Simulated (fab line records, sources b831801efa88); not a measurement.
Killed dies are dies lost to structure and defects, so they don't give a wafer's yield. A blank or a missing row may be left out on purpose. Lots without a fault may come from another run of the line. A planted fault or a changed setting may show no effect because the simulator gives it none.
Chamber matching | flow sky130 | SKY_METAL4_ETCH_17 on rie_diel-01: 4 sister chambers
The step etches SiO2 in C4F8/O2/Ar, stops on TiN, time 3.9 s, target depth 15 nm. 4 wafers are shown with their chamber, then 7 later ones without.

WAFERS WITH THEIR CHAMBER
wafer  | chamber | oes_product_au (a.u.)
L356.3 | 1       | 0.739
L356.6 | 3       | 0.759
L362.2 | 2       | 0.753
L362.5 | 0       | 0.764

WAFERS WITHOUT THEIR CHAMBER
wafer  | oes_product_au (a.u.)
L362.6 | 0.758
L363.1 | 0.748
L363.4 | 0.750
L363.5 | 0.762
L365.1 | 0.755
L365.5 | 0.765
L365.6 | 0.761

WHICH CHAMBER EACH WENT THROUGH
wafer  | from the rows above          | in truth
L362.6 | can't be placed: 3 or 2 or 0 | 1
L363.1 | can't be placed: 2 or 1      | 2
L363.4 | 2                            | 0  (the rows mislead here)
L363.5 | can't be placed: 0 or 3      | 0
L365.1 | can't be placed: 2 or 3      | 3
L365.5 | can't be placed: 0 or 3      | 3
L365.6 | can't be placed: 3 or 0      | 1
Placed correctly: 0 of 7. Can't be placed from these rows: 6 (the true chamber is among the candidates in 4). Placed wrongly: 1.
How it was worked out, from the rows above alone: a wafer's distance from a chamber is the root of the sum, over the readings, of the square of ((its reading less the chamber's mean) divided by the reading's scatter). The wafer belongs to the nearest chamber; if the next one is less than 2 further off, it can't be placed. A chamber's mean is the mean of its shown wafers. The scatter: with one shown wafer a chamber, the root of the mean of the squares of how far each hidden wafer lies from its nearest shown one.
